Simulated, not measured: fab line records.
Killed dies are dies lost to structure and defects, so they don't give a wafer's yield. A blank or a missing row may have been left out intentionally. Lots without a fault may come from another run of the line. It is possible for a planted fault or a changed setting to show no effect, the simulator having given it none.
The tool behind it: which one? | flow sky130 | Sampling: 10 lots, 30 wafers, 6 of 708 route steps

WHAT THE GAUGES READ, wafer by wafer
SKY_LOCAL_INTERCONNECT_RS_MEAS_01: uses a four-point probe to measure.
lot  | measured     | on           | LOCAL_INTERCONNECT_TIN_RS (ohm/sq)
L222 | day 30 01:05 | filmMetro-04 | 14.10 14.03 14.21
L223 | day 30 06:46 | filmMetro-01 | 14.14 14.29 14.26
L224 | day 30 20:52 | filmMetro-01 | 13.96 13.73 14.00
L227 | day 31 05:20 | filmMetro-01 | 14.45 14.35 14.80
L229 | day 31 21:05 | filmMetro-01 | 14.23 14.36 13.91
L232 | day 32 20:11 | filmMetro-01 | 14.13 17.66 14.08
L233 | day 33 02:28 | filmMetro-02 | 14.30 18.00 13.92
L242 | day 35 16:37 | filmMetro-04 | 14.43 14.38 14.44
L243 | day 36 08:20 | filmMetro-02 | 14.39 14.15 14.17
L245 | day 36 15:35 | filmMetro-04 | 13.99 14.23 14.34

SKY_LOCAL_INTERCONNECT_THK_MEAS_02: measures by xrf.
lot  | measured     | on           | LOCAL_INTERCONNECT_TIN_THK (nm)
L222 | day 30 01:11 | filmMetro-04 | 101.1 101.4 99.5
L223 | day 30 06:52 | filmMetro-01 | 100.4 99.2 98.9
L224 | day 30 20:58 | filmMetro-01 | 101.6 102.9 100.8
L227 | day 31 05:28 | filmMetro-01 | 96.9 98.5 95.4
L229 | day 31 21:13 | filmMetro-01 | 99.1 98.6 101.3
L232 | day 32 20:17 | filmMetro-01 | 99.8 80.9 100.2
L233 | day 33 02:35 | filmMetro-02 | 99.2 79.2 101.6
L242 | day 35 16:43 | filmMetro-04 | 97.7 98.8 98.2
L243 | day 36 08:27 | filmMetro-02 | 98.5 100.1 100.5
L245 | day 36 15:43 | filmMetro-04 | 100.9 99.3 98.9

SKY_METAL2_OVL_MEAS_16.
lot  | measured     | on         | METAL2_OVL (nm)
L222 | day 35 22:01 | overlay-02 | -5 3 -5
L223 | day 36 06:43 | overlay-02 | -2 -6 -4
L224 | day 36 18:01 | overlay-01 | 14 7 12
L227 | day 37 01:16 | overlay-01 | 3 -10 -1
L229 | day 37 16:36 | overlay-01 | 0 1 9
L232 | day 38 16:35 | overlay-01 | 1 4 -3
L233 | day 38 19:55 | overlay-02 | 1 13 1
L242 | day 41 05:52 | overlay-02 | -8 -2 -9
L243 | day 41 21:19 | overlay-02 | -3 -5 -5
L245 | day 42 03:07 | overlay-01 | -4 1 -2

TOOL THAT RAN EACH LOT (tool first, then ch and the chambers of the sampled wafers, then the start)
lot  | SKY_LOCAL_INTERCONNECT_SPUTTER_00 | SKY_LOCAL_INTERCONNECT_METAL_ETCH_14 | SKY_VIA1_ETCH_14
L222 | pvdSputter-02, day 30 00:59       | rieMetal-02 ch 1, day 31 05:45       | rieDiel-04 ch 0,1,3, day 34 17:52
L223 | pvdSputter-01, day 30 06:40       | rieMetal-02 ch 1, day 31 11:06       | rieDiel-02 ch 0,2, day 35 02:07
L224 | pvdSputter-01, day 30 20:45       | rieMetal-04 ch 0,1, day 32 00:31     | rieDiel-04 ch 0,1,2, day 35 13:14
L227 | pvdSputter-02, day 31 05:16       | rieMetal-02 ch 0,1, day 32 09:07     | rieDiel-04 ch 0,1,3, day 35 21:31
L229 | pvdSputter-01, day 31 21:01       | rieMetal-02 ch 0, day 33 01:04       | rieDiel-02 ch 2,3, day 36 12:07
L232 | pvdSputter-01, day 32 20:04       | rieMetal-01 ch 0,1, day 33 23:31     | rieDiel-02 ch 1,2,3, day 37 13:35
L233 | pvdSputter-01, day 33 02:24       | rieMetal-04 ch 0,1, day 34 05:22     | rieDiel-01 ch 0,1,3, day 37 17:05
L242 | pvdSputter-03, day 35 16:31       | rieMetal-04 ch 0,1, day 36 19:04     | rieDiel-01 ch 0,1,3, day 40 03:43
L243 | pvdSputter-03, day 36 08:16       | rieMetal-04 ch 0,1, day 37 11:46     | rieDiel-04 ch 1,2, day 40 20:02
L245 | pvdSputter-03, day 36 15:31       | rieMetal-02 ch 0,1, day 37 18:28     | rieDiel-02 ch 0,1, day 41 01:25
- SKY_LOCAL_INTERCONNECT_SPUTTER_00: material TiN, target thk 100 nm, time 83.3 s.
- SKY_LOCAL_INTERCONNECT_METAL_ETCH_14: etches TiN in Cl2/BCl3, stops on PSG, target depth 110 nm, time 31.4 s.
- SKY_VIA1_ETCH_14: etches BARC in N2/H2, stops on SiO2, time 45.9 s, target depth 60 nm.

AS READ BY THE TOOLS THEMSELVES (means over the sampled wafers that have a number; for cases with no such wafer, the mark the record gives instead)
SKY_LOCAL_INTERCONNECT_SPUTTER_00.
lot  | tool          | throttleValvePct (%)
L222 | pvdSputter-02 | 30.8
L223 | pvdSputter-01 | 30.6
L224 | pvdSputter-01 | 30.3
L227 | pvdSputter-02 | 30.9
L229 | pvdSputter-01 | 30.4
L232 | pvdSputter-01 | 30.3
L233 | pvdSputter-01 | 30.6
L242 | pvdSputter-03 | 29.6
L243 | pvdSputter-03 | 30.7
L245 | pvdSputter-03 | 30.5

SKY_LOCAL_INTERCONNECT_METAL_ETCH_14.
lot  | tool        | biasW (W) | drypumpMotorCurrentA (A) | oesProductAu (a.u.) | throttleValvePct (%)
L222 | rieMetal-02 | 48.28     | 5.8                      | 0.946               | 21.894
L223 | rieMetal-02 | 48.46     | 5.8                      | 0.935               | 21.910
L224 | rieMetal-04 | 48.42     | 5.2                      | 0.954               | 21.901
L227 | rieMetal-02 | 48.36     | 6.1                      | 0.924               | 21.911
L229 | rieMetal-02 | 48.56     | 6.3                      | 0.939               | 21.901
L232 | rieMetal-01 | 48.45     | 5.6                      | 0.905               | 21.923
L233 | rieMetal-04 | 48.58     | 5.5                      | 0.907               | 21.931
L242 | rieMetal-04 | 48.48     | 5.5                      | 0.932               | 21.899
L243 | rieMetal-04 | 48.63     | 5.1                      | 0.939               | 21.903
L245 | rieMetal-02 | 48.50     | 6.0                      | 0.944               | 21.904

SKY_VIA1_ETCH_14.
lot  | tool       | biasW (W) | drypumpMotorCurrentA (A) | n2FlowSccm (sccm) | oesProductAu (a.u.) | throttleValvePct (%)
L222 | rieDiel-04 | 99.9      | 5.6                      | 99.9              | 0.857               | 13.230
L223 | rieDiel-02 | 99.7      | 6.2                      | 99.9              | 0.857               | 13.220
L224 | rieDiel-04 | 100.1     | 5.7                      | 100.1             | 0.855               | 13.227
L227 | rieDiel-04 | 99.9      | 5.6                      | 100.0             | 0.851               | 13.224
L229 | rieDiel-02 | 100.2     | 5.4                      | 100.1             | 0.857               | 13.219
L232 | rieDiel-02 | 100.3     | 5.3                      | 99.6              | 0.856               | 13.213
L233 | rieDiel-01 | 99.9      | 5.9                      | 100.1             | 0.853               | 13.229
L242 | rieDiel-01 | 99.9      | 5.9                      | 100.3             | 0.855               | 13.226
L243 | rieDiel-04 | 100.3     | 6.1                      | 99.8              | 0.855               | 13.217
L245 | rieDiel-02 | 100.2     | 5.7                      | 99.9              | 0.853               | 13.238

THE ANSWER, worked out from the rows above alone
Rule: what is usual is taken from the lots themselves. The widest of any qualifying gaps counts: lots, ordered by their means at a reading, are off when they make up no more than a third of the lots, leave a main group of 4 or more, and stand apart from it by 3 or more times the standard deviation of that group's means. If all means in a main group match to the digits the tables above print for the reading, that group is not used. Also off: a lot with no number at a reading for which 4 or more lots have one. Any other lot the step has rows for is counted as sound. Order of review: gauges by route order, followed by the tools' own readings, for which a lot's mean as printed above is used. At the first step where some lot is off, the reading lying furthest off is the one used; lots without a number count as furthest.
Off: at SKY_LOCAL_INTERCONNECT_RS_MEAS_01 (LOCAL_INTERCONNECT_TIN_RS), L232, L233. The main group has a mean of 14.22 ohm/sq with a standard deviation of 0.18.
A tool fits if, at a process step before that reading, it ran every lot that is off, and no sound lot after the first of them. The gauges at SKY_LOCAL_INTERCONNECT_RS_MEAS_01 are tried like those tools. One fits: pvdSputter-01 at SKY_LOCAL_INTERCONNECT_SPUTTER_00. Its last sound lot is L229 (day 31 21:01), its first lot that is off L232 (day 32 20:04): a fault that began between those two fits.

WHAT HAD BEEN PUT IN BY THE SIMULATOR
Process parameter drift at SKY_LOCAL_INTERCONNECT_SPUTTER_00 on pvdSputter-01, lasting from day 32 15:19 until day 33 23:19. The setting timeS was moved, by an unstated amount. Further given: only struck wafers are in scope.
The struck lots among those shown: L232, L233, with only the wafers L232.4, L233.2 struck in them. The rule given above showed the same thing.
